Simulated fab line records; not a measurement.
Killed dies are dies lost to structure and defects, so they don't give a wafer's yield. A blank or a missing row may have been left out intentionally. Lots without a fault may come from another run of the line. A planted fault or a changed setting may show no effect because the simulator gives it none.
Which tool was responsible? || flow gf180mcu || Sampling: 24 lots, 72 wafers, 3 of 602 route steps

== WHAT THE GAUGES READ, wafer by wafer ==
GF_STI_THK_MEAS_02. Usual: STI_OXIDATION_THK typically reads 10.08 nm, with standard deviation 0.18.
{"lot": "L074", "measured": "day 1 11:59", "on": "film metro-01", "STI_OXIDATION_THK (nm)": "10.38 10.43 10.50", "flag": ""}
{"lot": "L075", "measured": "day 1 17:24", "on": "film metro-04", "STI_OXIDATION_THK (nm)": "10.36 10.42 10.32", "flag": ""}
{"lot": "L076", "measured": "day 1 21:33", "on": "film metro-03", "STI_OXIDATION_THK (nm)": "10.16 10.04 10.07", "flag": ""}
{"lot": "L077", "measured": "day 2 02:43", "on": "film metro-04", "STI_OXIDATION_THK (nm)": "10.20 10.06 10.11", "flag": ""}
{"lot": "L078", "measured": "day 2 07:32", "on": "film metro-01", "STI_OXIDATION_THK (nm)": "9.96 10.04 9.90", "flag": ""}
{"lot": "L079", "measured": "day 2 12:31", "on": "film metro-03", "STI_OXIDATION_THK (nm)": "9.88 9.87 9.97", "flag": ""}
{"lot": "L080", "measured": "day 2 18:10", "on": "film metro-03", "STI_OXIDATION_THK (nm)": "9.98 9.80 9.97", "flag": ""}
{"lot": "L081", "measured": "day 2 23:12", "on": "film metro-03", "STI_OXIDATION_THK (nm)": "10.18 10.22 10.33", "flag": ""}
{"lot": "L082", "measured": "day 3 03:32", "on": "film metro-04", "STI_OXIDATION_THK (nm)": "10.12 9.93 9.97", "flag": ""}
{"lot": "L083", "measured": "day 3 08:31", "on": "film metro-01", "STI_OXIDATION_THK (nm)": "9.97 9.83 9.81", "flag": ""}
{"lot": "L084", "measured": "day 3 14:25", "on": "film metro-01", "STI_OXIDATION_THK (nm)": "10.19 9.94 10.16", "flag": ""}
{"lot": "L085", "measured": "day 3 18:31", "on": "film metro-04", "STI_OXIDATION_THK (nm)": "10.14 10.29 10.19", "flag": ""}
{"lot": "L086", "measured": "day 3 23:42", "on": "film metro-03", "STI_OXIDATION_THK (nm)": "9.77 9.86 10.10", "flag": ""}
{"lot": "L087", "measured": "day 4 05:08", "on": "film metro-01", "STI_OXIDATION_THK (nm)": "10.16 10.09 10.07", "flag": ""}
{"lot": "L088", "measured": "day 4 09:31", "on": "film metro-01", "STI_OXIDATION_THK (nm)": "9.94 10.02 9.86", "flag": ""}
{"lot": "L089", "measured": "day 4 14:32", "on": "film metro-04", "STI_OXIDATION_THK (nm)": "10.15 10.00 10.10", "flag": ""}
{"lot": "L090", "measured": "day 4 19:32", "on": "film metro-01", "STI_OXIDATION_THK (nm)": "9.81 9.91 10.10", "flag": ""}
{"lot": "L091", "measured": "day 5 00:31", "on": "film metro-03", "STI_OXIDATION_THK (nm)": "10.06 10.20 10.24", "flag": ""}
{"lot": "L092", "measured": "day 5 05:32", "on": "film metro-03", "STI_OXIDATION_THK (nm)": "9.93 10.16 9.98", "flag": ""}
{"lot": "L093", "measured": "day 5 10:31", "on": "film metro-01", "STI_OXIDATION_THK (nm)": "10.33 10.36 10.46", "flag": ""}
{"lot": "L094", "measured": "day 5 15:31", "on": "film metro-03", "STI_OXIDATION_THK (nm)": "9.89 9.83 10.00", "flag": ""}
{"lot": "L095", "measured": "day 5 20:41", "on": "film metro-03", "STI_OXIDATION_THK (nm)": "9.95 10.17 10.11", "flag": ""}
{"lot": "L096", "measured": "day 6 01:38", "on": "film metro-04", "STI_OXIDATION_THK (nm)": "10.14 10.09 9.90", "flag": ""}
{"lot": "L097", "measured": "day 6 07:07", "on": "film metro-03", "STI_OXIDATION_THK (nm)": "9.98 10.07 9.78", "flag": ""}

GF_M4_RS_MEAS_05: the measuring method here is four-point-probe. Usual: M4_ALCU_RS typically reads 0.0696 ohm/sq, with standard deviation 0.00084.
{"lot": "L074", "measured": "day 22 12:26", "on": "film metro-01", "M4_ALCU_RS (ohm/sq)": "0.0692 0.0697 0.0694", "flag": ""}
{"lot": "L075", "measured": "day 23 00:50", "on": "film metro-01", "M4_ALCU_RS (ohm/sq)": "0.0697 0.0696 0.0678", "flag": ""}
{"lot": "L076", "measured": "day 23 04:55", "on": "film metro-03", "M4_ALCU_RS (ohm/sq)": "0.0699 0.0707 0.0697", "flag": ""}
{"lot": "L077", "measured": "day 23 18:04", "on": "film metro-02", "M4_ALCU_RS (ohm/sq)": "0.0696 0.0698 0.0708", "flag": ""}
{"lot": "L078", "measured": "day 24 09:04", "on": "film metro-03", "M4_ALCU_RS (ohm/sq)": "0.0680 0.0697 0.0700", "flag": ""}
{"lot": "L079", "measured": "day 24 10:54", "on": "film metro-03", "M4_ALCU_RS (ohm/sq)": "0.0683 0.0702 0.0698", "flag": ""}
{"lot": "L080", "measured": "day 24 22:22", "on": "film metro-01", "M4_ALCU_RS (ohm/sq)": "0.0681 0.0703 0.0683", "flag": ""}
{"lot": "L081", "measured": "day 25 01:38", "on": "film metro-02", "M4_ALCU_RS (ohm/sq)": "0.0696 0.0696 0.0691", "flag": ""}
{"lot": "L082", "measured": "day 25 10:38", "on": "film metro-03", "M4_ALCU_RS (ohm/sq)": "0.0710 0.0702 0.0700", "flag": ""}
{"lot": "L083", "measured": "day 25 12:46", "on": "film metro-01", "M4_ALCU_RS (ohm/sq)": "0.0698 0.0693 0.0702", "flag": ""}
{"lot": "L084", "measured": "day 26 04:40", "on": "film metro-01", "M4_ALCU_RS (ohm/sq)": "0.0705 0.0712 0.0700", "flag": ""}
{"lot": "L085", "measured": "day 26 17:22", "on": "film metro-01", "M4_ALCU_RS (ohm/sq)": "0.0683 0.0682 0.0692", "flag": ""}
{"lot": "L086", "measured": "day 26 20:47", "on": "film metro-03", "M4_ALCU_RS (ohm/sq)": "0.0706 0.0707 0.0710", "flag": ""}
{"lot": "L087", "measured": "day 27 05:19", "on": "film metro-02", "M4_ALCU_RS (ohm/sq)": "0.0693 0.0679 0.0695", "flag": ""}
{"lot": "L088", "measured": "day 27 12:17", "on": "film metro-02", "M4_ALCU_RS (ohm/sq)": "0.0701 0.0709 0.0707", "flag": ""}
{"lot": "L089", "measured": "day 27 21:58", "on": "film metro-03", "M4_ALCU_RS (ohm/sq)": "0.0706 0.0703 0.0694", "flag": ""}
{"lot": "L090", "measured": "day 28 03:36", "on": "film metro-03", "M4_ALCU_RS (ohm/sq)": "0.0704 0.0707 0.0708", "flag": ""}
{"lot": "L091", "measured": "day 28 08:17", "on": "film metro-01", "M4_ALCU_RS (ohm/sq)": "0.0681 0.0693 0.0684", "flag": ""}
{"lot": "L092", "measured": "day 28 13:56", "on": "film metro-01", "M4_ALCU_RS (ohm/sq)": "0.0687 0.0705 0.0696", "flag": ""}
{"lot": "L093", "measured": "day 28 18:55", "on": "film metro-03", "M4_ALCU_RS (ohm/sq)": "0.0687 0.0696 0.0695", "flag": ""}
{"lot": "L094", "measured": "day 29 03:57", "on": "film metro-03", "M4_ALCU_RS (ohm/sq)": "0.0706 0.0697 0.0705", "flag": ""}
{"lot": "L095", "measured": "day 29 08:17", "on": "film metro-03", "M4_ALCU_RS (ohm/sq)": "0.0681 0.0680 0.0683", "flag": ""}
{"lot": "L096", "measured": "day 29 16:45", "on": "film metro-01", "M4_ALCU_RS (ohm/sq)": "0.0690 0.0690 0.0699", "flag": ""}
{"lot": "L097", "measured": "day 29 23:49", "on": "film metro-01", "M4_ALCU_RS (ohm/sq)": "0.0707 0.0697 0.0701", "flag": ""}

== EACH LOT AND THE TOOL THAT RAN IT (in order: tool; ch and the chambers of the sampled wafers; start) ==
{"lot": "L074", "GF_CONTACT_STRIP_18": "plasma asher-04 ch 0,1, day 16 01:44"}
{"lot": "L075", "GF_CONTACT_STRIP_18": "plasma asher-03 ch 0,1, day 16 15:10"}
{"lot": "L076", "GF_CONTACT_STRIP_18": "plasma asher-01 ch 0, day 16 19:37"}
{"lot": "L077", "GF_CONTACT_STRIP_18": "plasma asher-03 ch 0,1, day 17 07:09"}
{"lot": "L078", "GF_CONTACT_STRIP_18": "plasma asher-04 ch 0,1, day 17 22:58"}
{"lot": "L079", "GF_CONTACT_STRIP_18": "plasma asher-03 ch 0,1, day 18 01:42"}
{"lot": "L080", "GF_CONTACT_STRIP_18": "plasma asher-01 ch 0,1, day 18 13:31"}
{"lot": "L081", "GF_CONTACT_STRIP_18": "plasma asher-04 ch 0,1, day 18 18:41"}
{"lot": "L082", "GF_CONTACT_STRIP_18": "plasma asher-04 ch 0,1, day 19 04:59"}
{"lot": "L083", "GF_CONTACT_STRIP_18": "plasma asher-03 ch 0,1, day 19 07:31"}
{"lot": "L084", "GF_CONTACT_STRIP_18": "plasma asher-03 ch 0,1, day 20 01:22"}
{"lot": "L085", "GF_CONTACT_STRIP_18": "plasma asher-01 ch 1, day 20 16:34"}
{"lot": "L086", "GF_CONTACT_STRIP_18": "plasma asher-04 ch 0,1, day 20 17:51"}
{"lot": "L087", "GF_CONTACT_STRIP_18": "plasma asher-04 ch 0,1, day 21 04:49"}
{"lot": "L088", "GF_CONTACT_STRIP_18": "plasma asher-04 ch 0,1, day 21 13:27"}
{"lot": "L089", "GF_CONTACT_STRIP_18": "plasma asher-04 ch 0,1, day 22 00:42"}
{"lot": "L090", "GF_CONTACT_STRIP_18": "plasma asher-03 ch 0,1, day 22 08:36"}
{"lot": "L091", "GF_CONTACT_STRIP_18": "plasma asher-03 ch 0,1, day 22 13:01"}
{"lot": "L092", "GF_CONTACT_STRIP_18": "plasma asher-01 ch 0,1, day 22 22:11"}
{"lot": "L093", "GF_CONTACT_STRIP_18": "plasma asher-04 ch 0, day 23 00:57"}
{"lot": "L094", "GF_CONTACT_STRIP_18": "plasma asher-04 ch 0,1, day 23 10:01"}
{"lot": "L095", "GF_CONTACT_STRIP_18": "plasma asher-01 ch 0,1, day 23 16:54"}
{"lot": "L096", "GF_CONTACT_STRIP_18": "plasma asher-04 ch 0,1, day 24 03:40"}
{"lot": "L097", "GF_CONTACT_STRIP_18": "plasma asher-03 ch 0,1, day 24 10:27"}
- GF_CONTACT_STRIP_18: strips in O2/N2.

== AS READ BY THE TOOLS THEMSELVES (means over the sampled wafers that have a number; for cases with no such wafer, the mark the record gives instead) ==
GF_CONTACT_STRIP_18. Usual: drypump motor current A 5.51 A, standard deviation 0.28; heater power w 330 W, standard deviation 14; oes product au 0.580 a.u., standard deviation 0.0052.
{"lot": "L074", "tool": "plasma asher-04", "drypump motor current A (A)": 5.54, "heater power w (W)": 340, "oes product au (a.u.)": 0.575, "flag": ""}
{"lot": "L075", "tool": "plasma asher-03", "drypump motor current A (A)": 5.70, "heater power w (W)": 315, "oes product au (a.u.)": 0.587, "flag": ""}
{"lot": "L076", "tool": "plasma asher-01", "drypump motor current A (A)": 5.67, "heater power w (W)": 312, "oes product au (a.u.)": 0.578, "flag": ""}
{"lot": "L077", "tool": "plasma asher-03", "drypump motor current A (A)": 5.71, "heater power w (W)": 316, "oes product au (a.u.)": 0.583, "flag": ""}
{"lot": "L078", "tool": "plasma asher-04", "drypump motor current A (A)": 5.46, "heater power w (W)": 349, "oes product au (a.u.)": 0.577, "flag": ""}
{"lot": "L079", "tool": "plasma asher-03", "drypump motor current A (A)": 5.71, "heater power w (W)": 317, "oes product au (a.u.)": 0.579, "flag": ""}
{"lot": "L080", "tool": "plasma asher-01", "drypump motor current A (A)": 5.49, "heater power w (W)": 323, "oes product au (a.u.)": 0.581, "flag": ""}
{"lot": "L081", "tool": "plasma asher-04", "drypump motor current A (A)": 5.56, "heater power w (W)": 337, "oes product au (a.u.)": 0.577, "flag": ""}
{"lot": "L082", "tool": "plasma asher-04", "drypump motor current A (A)": 5.46, "heater power w (W)": 341, "oes product au (a.u.)": 0.579, "flag": ""}
{"lot": "L083", "tool": "plasma asher-03", "drypump motor current A (A)": 5.48, "heater power w (W)": 326, "oes product au (a.u.)": 0.582, "flag": ""}
{"lot": "L084", "tool": "plasma asher-03", "drypump motor current A (A)": 5.70, "heater power w (W)": 317, "oes product au (a.u.)": 0.574, "flag": ""}
{"lot": "L085", "tool": "plasma asher-01", "drypump motor current A (A)": 5.09, "heater power w (W)": 336, "oes product au (a.u.)": 0.586, "flag": ""}
{"lot": "L086", "tool": "plasma asher-04", "drypump motor current A (A)": 5.46, "heater power w (W)": 343, "oes product au (a.u.)": 0.583, "flag": ""}
{"lot": "L087", "tool": "plasma asher-04", "drypump motor current A (A)": 5.48, "heater power w (W)": 342, "oes product au (a.u.)": 0.582, "flag": ""}
{"lot": "L088", "tool": "plasma asher-04", "drypump motor current A (A)": 5.55, "heater power w (W)": 332, "oes product au (a.u.)": 0.580, "flag": ""}
{"lot": "L089", "tool": "plasma asher-04", "drypump motor current A (A)": 5.48, "heater power w (W)": 341, "oes product au (a.u.)": 0.580, "flag": ""}
{"lot": "L090", "tool": "plasma asher-03", "drypump motor current A (A)": 5.72, "heater power w (W)": 320, "oes product au (a.u.)": 0.581, "flag": ""}
{"lot": "L091", "tool": "plasma asher-03", "drypump motor current A (A)": 5.71, "heater power w (W)": 315, "oes product au (a.u.)": 0.579, "flag": ""}
{"lot": "L092", "tool": "plasma asher-01", "drypump motor current A (A)": 5.28, "heater power w (W)": 331, "oes product au (a.u.)": 0.583, "flag": ""}
{"lot": "L093", "tool": "plasma asher-04", "drypump motor current A (A)": 5.66, "heater power w (W)": 332, "oes product au (a.u.)": 0.585, "flag": ""}
{"lot": "L094", "tool": "plasma asher-04", "drypump motor current A (A)": 5.47, "heater power w (W)": 343, "oes product au (a.u.)": 0.583, "flag": ""}
{"lot": "L095", "tool": "plasma asher-01", "drypump motor current A (A)": 5.28, "heater power w (W)": 330, "oes product au (a.u.)": 0.582, "flag": ""}
{"lot": "L096", "tool": "plasma asher-04", "drypump motor current A (A)": 5.56, "heater power w (W)": 336, "oes product au (a.u.)": 0.582, "flag": ""}
{"lot": "L097", "tool": "plasma asher-03", "drypump motor current A (A)": 5.73, "heater power w (W)": 316, "oes product au (a.u.)": 0.585, "flag": ""}

== THE ANSWER, worked out from the rows above alone ==
Rule: a lot is off if the mean of its wafers that have a number lies more than 3 standard deviations from the usual mean. Also off: a lot with no number at a reading for which 4 or more lots have one. Any other lot the step has rows for is counted as sound. After the gauges, taken in route order, come the tools' own readings; for these a lot's mean is taken, as printed above. The first step at which some lot is off is used, and at that step the reading that is off furthest; a lot without a number counts as furthest.
Nothing can be told from this: no lot is off at any reading shown.

== WHAT HAD BEEN PUT IN BY THE SIMULATOR ==
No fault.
